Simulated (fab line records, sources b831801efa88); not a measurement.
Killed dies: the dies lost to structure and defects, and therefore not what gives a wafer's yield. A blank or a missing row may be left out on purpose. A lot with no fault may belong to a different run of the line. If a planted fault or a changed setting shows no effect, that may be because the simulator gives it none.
Which tool is to blame? | flow gf180mcu | 12 lots, 36 wafers sampled, at 1 step of a route of 602

== WHAT THE GAUGES SHOWED, per wafer ==
GF_POLY_GATE_OVL_MEAS_11.
lot  | measured     | on         | POLY_GATE_OVL (nm)
L075 | day 9 12:23  | overlay-02 | -4 -1 0
L077 | day 10 02:13 | overlay-02 | 13 5 3
L079 | day 10 17:47 | overlay-02 | -1 -5 -2
L081 | day 11 05:17 | overlay-01 | 6 10 1
L083 | day 11 23:59 | overlay-02 | 3 2 -2
L085 | day 12 12:23 | overlay-01 | 1 -3 -3
L087 | day 13 01:19 | overlay-02 | -3 1 -6
L089 | day 13 12:46 | overlay-02 | -6 -5 1
L091 | day 14 08:10 | overlay-01 | 9 6 9
L093 | day 14 22:32 | overlay-02 | 15 15 13
L095 | day 15 11:19 | overlay-02 | 10 9 13
L097 | day 16 06:10 | overlay-01 | 12 3 4

== EACH LOT AND THE TOOL THAT RAN IT (in order: tool; ch and the chambers of the sampled wafers; start) ==
The record shows no process step preceding these readings.

== THE ANSWER, worked out from the rows above alone ==
Rule: the lots themselves supply what counts as usual. The widest of any qualifying gaps counts: lots, ordered by their means at a reading, are off when they make up no more than a third of the lots, leave a main group of 4 or more, and stand apart from it by 3 or more times the standard deviation of that group's means. Not used: any main group whose means are identical at the precision the tables above print for the reading. A lot without any number at a reading at which 4 lots or more have one is off too. The other lots that the step has rows for count as sound.
No lot is off at any reading shown: from this, nothing can be told.

== WHAT THE SIMULATOR HAD PUT IN ==
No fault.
